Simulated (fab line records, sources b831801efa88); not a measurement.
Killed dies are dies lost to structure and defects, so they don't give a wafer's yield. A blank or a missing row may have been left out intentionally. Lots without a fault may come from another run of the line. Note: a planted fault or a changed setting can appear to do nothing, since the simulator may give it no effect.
A single fault, viewed from 2 desks + flow gf180mcu + each desk has only its own numbers; what lay behind them comes last

== THE TOOL OWNER'S DESK: pvd sputter-03 ==
The tool's own readings at GF_M1_SPUTTER_04 (material TiN, target thk 50 nm, time 41.7 s): means of the sampled wafers that have a number, for each lot that ran on this tool. A lot is out of limits, marked OUT, if its mean lies more than 4 standard deviations from the usual mean; the brackets give that distance.
Columns: A = throttle valve pct at GF_M1_SPUTTER_04, usual 29.8 %
| lot  | first seen here | A    |
|------|-----------------|------|
| L399 | day 20 06:59    | 30.4 |
| L402 | day 21 07:46    | 30.2 |
| L410 | day 24 00:16    | 30.6 |
This desk's verdict: no lot among the 3 shows anything out of limits.

== AT THE METROLOGY DESK ==
What the gauges read, lot by lot, whatever tool the lot ran on: means of the sampled wafers that have a number. A lot is out of limits, marked OUT, if its mean lies more than 4 standard deviations from the usual mean; the brackets give that distance. Only the readings that lie furthest out on some lot appear, 7 of the 9 it has.
Columns: A = CONTACT_W_RS at GF_CONTACT_RS_MEAS_25, usual 0.384 ohm/sq; B = CONTACT_W_THK at GF_CONTACT_THK_MEAS_26, usual 295 nm; C = M1_ALCU_RS at GF_M1_RS_MEAS_05, usual 0.0689 ohm/sq; D = M1_ALCU_THK at GF_M1_THK_MEAS_06, usual 461 nm; E = cd nm at GF_M1_CD_MEAS_14, usual 229.8 nm; F = M1_OVL at GF_M1_OVL_MEAS_15, usual 0 nm; G = V1_CVD_02_THK at GF_V1_THK_MEAS_03, usual 848 nm
| lot  | first seen here | A     | B   | C      | D   | E     | F  | G   |
|------|-----------------|-------|-----|--------|-----|-------|----|-----|
| L392 | day 17 15:16    | 0.386 | 289 | 0.0689 | 464 | 231.1 | 3  | 844 |
| L399 | day 20 06:13    | 0.381 | 299 | 0.0689 | 460 | 227.9 | 10 | 846 |
| L402 | day 21 07:08    | 0.383 | 294 | 0.0687 | 461 | 228.8 | 1  | 865 |
| L410 | day 23 23:38    | 0.381 | 294 | 0.0680 | 466 | 230.6 | 2  | 849 |
| L411 | day 24 01:47    | 0.388 | 293 | 0.0701 | 448 | 231.2 | 3  | 851 |
This desk's verdict: no lot among the 5 shows anything out of limits.

== BROUGHT TOGETHER ==
The desk of the tool owner found nothing out of limits.
The metrology desk saw nothing out of limits.

== WHAT THE SIMULATOR PUT IN ==
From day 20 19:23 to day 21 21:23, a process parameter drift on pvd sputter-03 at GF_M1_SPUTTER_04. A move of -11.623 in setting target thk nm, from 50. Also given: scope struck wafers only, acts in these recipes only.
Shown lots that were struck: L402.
